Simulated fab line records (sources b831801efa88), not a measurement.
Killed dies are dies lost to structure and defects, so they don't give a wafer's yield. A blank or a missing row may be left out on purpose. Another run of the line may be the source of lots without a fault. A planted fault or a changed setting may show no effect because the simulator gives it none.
Which tool did it? + flow sky130 + 36 wafers from 12 lots sampled at 4 of the route's 708 steps

== WHAT EACH GAUGE READ, for each wafer ==
SKY_VIA2_THK_MEAS_23: measures by xrf.
| lot  | measured     | on            | VIA2_W_THK (nm) |
|------|--------------|---------------|-----------------|
| L418 | day 36 11:30 | film-metro-04 | 425 422 422     |
| L419 | day 36 13:03 | film-metro-01 | 437 451 438     |
| L420 | day 37 07:22 | film-metro-02 | 454 429 453     |
| L421 | day 37 09:38 | film-metro-02 | 430 429 445     |
| L432 | day 41 02:53 | film-metro-01 | 435 449 434     |
| L434 | day 41 06:26 | film-metro-02 | 441 461 439     |
| L433 | day 41 08:22 | film-metro-04 | 430 453 432     |
| L436 | day 41 13:44 | film-metro-02 | 427 428 424     |
| L437 | day 42 14:40 | film-metro-01 | 443 450 428     |
| L439 | day 42 17:23 | film-metro-02 | 425 424 424     |
| L440 | day 42 23:00 | film-metro-04 | 421 419 422     |
| L441 | day 43 00:34 | film-metro-01 | 446 448 448     |

== WHAT TOOL EACH LOT RAN ON (gives the tool, then ch and the chambers of the sampled wafers, and finally the start) ==
| lot  | SKY_METAL2_STRIP_20                  | SKY_VIA2_ETCH_15                   | SKY_VIA2_CVD_21               |
|------|--------------------------------------|------------------------------------|-------------------------------|
| L418 | plasma-asher-02 ch 0,1, day 35 06:52 | rie-diel-02 ch 0,2, day 36 10:31   | cvd-w-01 ch 0,1, day 36 11:15 |
| L419 | plasma-asher-02 ch 0,1, day 35 08:00 | rie-diel-03 ch 2,3, day 36 12:01   | cvd-w-02 ch 0,1, day 36 12:49 |
| L420 | plasma-asher-02 ch 0,1, day 36 02:30 | rie-diel-02 ch 2,3, day 37 05:52   | cvd-w-02 ch 0,1, day 37 07:07 |
| L421 | plasma-asher-02 ch 0,1, day 36 05:34 | rie-diel-03 ch 0,1,3, day 37 08:40 | cvd-w-02 ch 0,1, day 37 09:23 |
| L432 | plasma-asher-04 ch 0,1, day 39 23:52 | rie-diel-01 ch 0,2,3, day 41 01:28 | cvd-w-02 ch 0,1, day 41 02:37 |
| L434 | plasma-asher-02 ch 0,1, day 40 03:28 | rie-diel-03 ch 0,1,2, day 41 05:25 | cvd-w-02 ch 0,1, day 41 06:11 |
| L433 | plasma-asher-02 ch 0,1, day 40 05:46 | rie-diel-01 ch 0,1,3, day 41 07:19 | cvd-w-02 ch 0,1, day 41 08:08 |
| L436 | plasma-asher-02 ch 0,1, day 40 11:31 | rie-diel-02 ch 0,1, day 41 12:19   | cvd-w-01 ch 0,1, day 41 13:28 |
| L437 | plasma-asher-04 ch 0,1, day 41 12:37 | rie-diel-02 ch 0,2, day 42 13:40   | cvd-w-02 ch 0,1, day 42 14:25 |
| L439 | plasma-asher-04 ch 0,1, day 41 15:37 | rie-diel-02 ch 1,2, day 42 16:25   | cvd-w-01 ch 0,1, day 42 17:08 |
| L440 | plasma-asher-02 ch 0,1, day 41 20:52 | rie-diel-03 ch 0,2,3, day 42 22:01 | cvd-w-01 ch 0, day 42 22:44   |
| L441 | plasma-asher-02 ch 0,1, day 41 23:04 | rie-diel-02 ch 0,1,2, day 42 23:34 | cvd-w-02 ch 1, day 43 00:18   |
- SKY_METAL2_STRIP_20: strips in O2/N2.
- SKY_VIA2_ETCH_15: etches SiO2 in C4F8/O2/Ar, stops on TiN, target depth 546 nm, time 84 s.
- SKY_VIA2_CVD_21: deposits W, target thk 420 nm, time 126.4 s.

== WHAT THE TOOLS THEMSELVES READ (means of the sampled wafers that have a number; where no wafer has one, the mark that the record gives instead) ==
SKY_METAL2_STRIP_20.
| lot  | tool            | drypump-motor-current-A (A) | oes-product-au (a.u.) | strip-time-to-endpoint-s (s) |
|------|-----------------|-----------------------------|-----------------------|------------------------------|
| L418 | plasma-asher-02 | 5.8                         | 0.335                 | 2.70                         |
| L419 | plasma-asher-02 | 6.3                         | 0.339                 | 2.73                         |
| L420 | plasma-asher-02 | 6.3                         | 0.344                 | 2.74                         |
| L421 | plasma-asher-02 | 6.2                         | 0.341                 | 2.74                         |
| L432 | plasma-asher-04 | 5.5                         | 0.344                 | 2.71                         |
| L434 | plasma-asher-02 | 6.3                         | 0.344                 | 2.78                         |
| L433 | plasma-asher-02 | 6.3                         | 0.343                 | 2.72                         |
| L436 | plasma-asher-02 | 5.8                         | 0.339                 | 2.69                         |
| L437 | plasma-asher-04 | 5.5                         | 0.342                 | 2.73                         |
| L439 | plasma-asher-04 | 5.3                         | 0.348                 | 2.73                         |
| L440 | plasma-asher-02 | 5.8                         | 0.345                 | 2.74                         |
| L441 | plasma-asher-02 | 5.8                         | 0.341                 | 2.71                         |

SKY_VIA2_ETCH_15.
| lot  | tool        | oes-product-au (a.u.) | run-length-s (s) |
|------|-------------|-----------------------|------------------|
| L418 | rie-diel-02 | 0.930                 | 112.3            |
| L419 | rie-diel-03 | 0.929                 | 111.7            |
| L420 | rie-diel-02 | 0.926                 | 113.2            |
| L421 | rie-diel-03 | 0.930                 | 112.4            |
| L432 | rie-diel-01 | 0.902                 | 116.9            |
| L434 | rie-diel-03 | 0.930                 | 112.3            |
| L433 | rie-diel-01 | 0.903                 | 117.2            |
| L436 | rie-diel-02 | 0.932                 | 112.4            |
| L437 | rie-diel-02 | 0.924                 | 112.5            |
| L439 | rie-diel-02 | 0.932                 | 112.9            |
| L440 | rie-diel-03 | 0.932                 | 112.1            |
| L441 | rie-diel-02 | 0.926                 | 112.6            |

SKY_VIA2_CVD_21.
| lot  | tool     | heater-power-w (W) |
|------|----------|--------------------|
| L418 | cvd-w-01 | 858                |
| L419 | cvd-w-02 | 866                |
| L420 | cvd-w-02 | 845                |
| L421 | cvd-w-02 | 856                |
| L432 | cvd-w-02 | 860                |
| L434 | cvd-w-02 | 860                |
| L433 | cvd-w-02 | 856                |
| L436 | cvd-w-01 | 794                |
| L437 | cvd-w-02 | 853                |
| L439 | cvd-w-01 | 797                |
| L440 | cvd-w-01 | 784                |
| L441 | cvd-w-02 | 839                |

== THE ANSWER, worked out from the rows above alone ==
Rule: usual is defined by the lots themselves. Put in order of their means at a reading, lots are off if they are a third of the lots or fewer, leave a main group of 4 or more, and stand apart from it by a gap of 3 or more times the standard deviation of the main group's means; of several such gaps the widest counts. Not used: any main group whose means are identical at the precision the tables above print for the reading. A lot without any number at a reading at which 4 lots or more have one is off too. Any other lot the step has rows for is counted as sound. The gauges are gone through in route order, then the tools' own readings, and for those a lot's mean is taken as printed above. The first step at which some lot is off is used, and at that step the reading that is off furthest; a lot without a number counts as furthest.
Off: L432, L433 (SKY_VIA2_ETCH_15, run-length-s). The main group has a mean of 112.4 s with a standard deviation of 0.39.
If a tool, at that step or one of the process steps before it, ran each lot that is off and ran no sound lot following the first of them, it fits. One fits: rie-diel-01 at SKY_VIA2_ETCH_15. It ran no sound lot before its first lot that is off in this sample, so the start can't be narrowed down.
The tool's own readings at SKY_VIA2_ETCH_15 bear it out: on the lots that are off they differ by more than 5 times the standard deviation of the sound lots' means. oes-product-au reads 0.903 a.u. there against 0.929 a.u. on the sound lots; run-length-s reads 117.1 s there against 112.4 s on the sound lots.

== WHAT THE SIMULATOR HAD INSERTED ==
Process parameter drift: rie-diel-01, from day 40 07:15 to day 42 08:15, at SKY_VIA2_ETCH_15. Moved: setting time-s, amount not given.
Shown lots that were struck: L432, L433. This agrees with what the rule above found.
